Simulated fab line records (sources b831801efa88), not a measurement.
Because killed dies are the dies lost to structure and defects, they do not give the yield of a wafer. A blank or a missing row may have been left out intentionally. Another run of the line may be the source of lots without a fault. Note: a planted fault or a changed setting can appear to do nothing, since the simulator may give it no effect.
A lot that was struck, set against a sound lot :: flow sky130 :: 21 steps out of a route of 708
Sound: wafers L782.2, L782.4, L782.6. Wafers L789.1, L789.3, L789.4 were the ones struck. The cause comes at the end.
Order at every step that has rows: each side's tool, ch and its chambers, its first start. Under that, the readings that differ: sound wafers :: struck wafers :: difference of the means :: sigmas: that difference in standard deviations of wafers without a fault.
alike: readings whose means differ by less than 2 such deviations, and words and numbers that are the same on both sides. not compared: withheld readings, readings that some wafer has no value for, bounds like >300 that may hide the same value, and numbers for which the record gives no deviation and whose values overlap.
Wherever a step has rows on one side only, a row that says differs or no value, or a row with sigmas, the two part there. Non-overlapping numbers with no deviation appear without sigmas and do not part them. A reading missing from all wafers of one side parts the sides only when that side holds two or more wafers.

first, 6 steps without rows for these wafers: SKY_VT_ADJUST_LVTN_HMDS_01 (prime time 60 s); SKY_VT_ADJUST_LVTN_COAT_02 (resist thk 3000 nm); SKY_VT_ADJUST_LVTN_SOFTBAKE_03; SKY_VT_ADJUST_LVTN_EXPOSE_04 (exposes mask NWM COMPLEMENT LESS NATIVE, target cd 840 nm); SKY_VT_ADJUST_LVTN_PEB_05; SKY_VT_ADJUST_LVTN_DEVELOP_06 (develop time 60 s).
SKY_VT_ADJUST_LVTN_OVL_MEAS_07:
  struck on overlay-01, day 11 00:41; sound on overlay-02, day 9 10:38
  alike: VT_ADJUST_LVTN_OVL
then, 1 step without rows for these wafers: SKY_VT_ADJUST_LVTN_IMPLANT_08.
SKY_VT_ADJUST_LVTN_STRIP_09: strips in O2/N2.
  sound on plasma_asher-02 ch 0,1, day 9 10:49; struck on plasma_asher-01 ch 0,1, day 11 00:52
reading: drypump_motor_current_A (A)
sound: 5.68 5.70 5.92
struck: 5.13 5.06 5.27
difference: -0.61
sigmas: -2
  alike: oes_product_au, strip_time_to_endpoint_s
  not compared: rf_hours_counter_h
SKY_VT_ADJUST_LVTN_TW_MEAS_10:
  struck on film_metro-04, day 11 00:58; sound on film_metro-01, day 9 10:56
  alike: VT_ADJUST_LVTN_TW
then, 2 steps without rows for these wafers: SKY_VT_ADJUST_LVTN_DEHYDRATE_11 (time 60 s); SKY_VT_ADJUST_LVTN_HMDS_12 (prime time 60 s).
SKY_VT_ADJUST_LVTN_COAT_13: resist thk 1140 nm.
  sound on litho_track-03 ch 0, day 9 22:28; struck on litho_track-03 ch 0, day 11 12:02
reading: model.NOVOLAK_of_VT_ADJUST_LVTN_COAT_13.thk_nm (nm)
sound: 1145 1142 1141
struck: 1076 1077 1077
difference: -66
sigmas: 
  alike: resist_line_temp_C, spin_speed_rpm
then, 3 steps without rows for these wafers: SKY_VT_ADJUST_LVTN_SOFTBAKE_14 (time 60 s); SKY_VT_ADJUST_LVTN_EXPOSE_15 (exposes mask HVN STD DERIVED, target cd 600 nm); SKY_VT_ADJUST_LVTN_PEB_16.
SKY_VT_ADJUST_LVTN_DEVELOP_17: develop time 60 s.
  sound on litho_track-02 ch 0, day 10 09:32; struck on litho_track-01 ch 0, day 11 23:26
reading: model.NOVOLAK_of_VT_ADJUST_LVTN_COAT_13.thk_nm (nm)
sound: 1144 1142 1141
struck: 1075 1076 1076
difference: -67
sigmas: 
  alike: resist_line_temp_C
SKY_VT_ADJUST_LVTN_OVL_MEAS_18:
  struck on overlay-02, day 11 23:35; sound on overlay-01, day 10 09:40
  alike: VT_ADJUST_LVTN_01_OVL
then, 1 step without rows for these wafers: SKY_VT_ADJUST_LVTN_IMPLANT_19.
SKY_VT_ADJUST_LVTN_STRIP_20: strips in O2/N2.
  sound on plasma_asher-03 ch 0,1, day 10 09:51; struck on plasma_asher-01 ch 0,1, day 11 23:46
reading: strip_time_to_endpoint_s (s)
sound: 14.24 14.20 14.18
struck: 13.41 13.43 13.43
difference: -0.78
sigmas: -19
  alike: drypump_motor_current_A, oes_product_au
  not compared: rf_hours_counter_h
SKY_VT_ADJUST_LVTN_TW_MEAS_21:
  struck on film_metro-04, day 11 23:52; sound on film_metro-04, day 10 09:58
  alike: VT_ADJUST_LVTN_2_TW

WHERE THEY PART
Last at SKY_VT_ADJUST_LVTN_STRIP_20 as far as this record goes, first at SKY_VT_ADJUST_LVTN_STRIP_09. Later steps at which nothing parts them and some readings are alike: SKY_VT_ADJUST_LVTN_TW_MEAS_21.

WHY: what had been put in by the simulator
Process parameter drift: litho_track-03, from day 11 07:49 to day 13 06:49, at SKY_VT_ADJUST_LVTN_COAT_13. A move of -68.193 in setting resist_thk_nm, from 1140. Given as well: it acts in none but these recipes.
